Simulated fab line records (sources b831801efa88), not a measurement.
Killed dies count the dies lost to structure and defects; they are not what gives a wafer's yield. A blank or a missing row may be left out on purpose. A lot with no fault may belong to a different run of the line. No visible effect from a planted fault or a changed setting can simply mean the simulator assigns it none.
Problem report, 8D (eight disciplines) form, completed by code ; flow sfq_line ; the parts of the form that need people (team, actions taken, sign-off) are left out

## 1. PROBLEM STATEMENT
Mean of oes_product_au at SFQ_TRILAYER_M6_BARC_OPEN_METAL_ETCH_206: 0.766 a.u. across 2 wafers in 2 lots; on wafers with no fault it is 0.685 a.u. (standard deviation 0.0043). Measured from the usual mean, that is +19 standard deviations.
The step: etches BARC in O2, target depth 125 nm, time 41.7 s.
First observed at day 76 09:07: wafer L584.6, on rie_metal-02. At this step, 18 wafers from 6 lots have a number in the record. The rule behind "out" and "out of limits": a value lying over 4 standard deviations away from the usual mean. The other wafers with a number count as sound.

## 2. WHAT IT IS; WHAT IT IS NOT
question;is;is not
which readings at this step;oes_product_au, run_length_s;drypump_motor_current_A
which lots;L584, L587;L582, L599, L602, L603
which wafers of those lots;L584.6, L587.3;L584.4, L584.5, L587.4, L587.5
read on which tools;rie_metal-02;rie_metal-03, rie_metal-04
when;from day 76 09:07;"up to then (5 sound wafers); but 11 sound wafers of L587, L599, L602, L603 came after"

## 3. WHAT RULES OUT EACH SUSPECT
Counting: a tool at a process step up to the reading stays a suspect if it ran every lot that is out. Sound lots after the first of them don't rule it out here, since some wafers of a struck lot are sound.
- rie_metal-02 at SFQ_TRILAYER_M6_BARC_OPEN_METAL_ETCH_206 (etches BARC in O2, target depth 125 nm, time 41.7 s): kept. Every lot that is out went through it, the first being L584 (day 76 09:07); the last sound lot it ran before that was L582 (day 76 04:18). Its own readings are out on those wafers: oes_product_au, run_length_s.
Remaining after the count: rie_metal-02 at SFQ_TRILAYER_M6_BARC_OPEN_METAL_ETCH_206.

## 4. THE CAUSE (what the simulator had put in)
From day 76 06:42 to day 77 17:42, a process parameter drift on rie_metal-02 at SFQ_TRILAYER_M6_BARC_OPEN_METAL_ETCH_206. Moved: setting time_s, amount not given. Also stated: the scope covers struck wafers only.
Only this tool survived the counting.

## 5. SEQUENCE OF EFFECTS, ordered by route
Rows list readings where the struck wafers' mean (over those with a number) sits beyond 3 standard deviations from the usual. Readings are gone through only where the record gives a usual standard deviation; hours: the median, over the lots, of the time from a lot's start at the first step in this table giving one to that lot's start at this step; sigmas: the change measured in usual standard deviations.
hours;step;reading;usual;on struck wafers;change;sigmas
0;SFQ_TRILAYER_M6_BARC_OPEN_METAL_ETCH_206;oes_product_au;0.685 a.u.;0.766;+0.081;+19
0;SFQ_TRILAYER_M6_BARC_OPEN_METAL_ETCH_206;run_length_s;69.9 s;64.5;-5.5;-14
The process steps in it:
- SFQ_TRILAYER_M6_BARC_OPEN_METAL_ETCH_206: etches BARC in O2, target depth 125 nm, time 41.7 s.
Readings that are blank on the struck wafers while sound wafers have them: bias_w at SFQ_TRILAYER_M6_BARC_OPEN_METAL_ETCH_206.

## 6. WHAT WOULD HAVE CAUGHT IT SOONER
In this record no reading fell out of limits until day 76 09:07, 2 hours after the fault had begun at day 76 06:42.
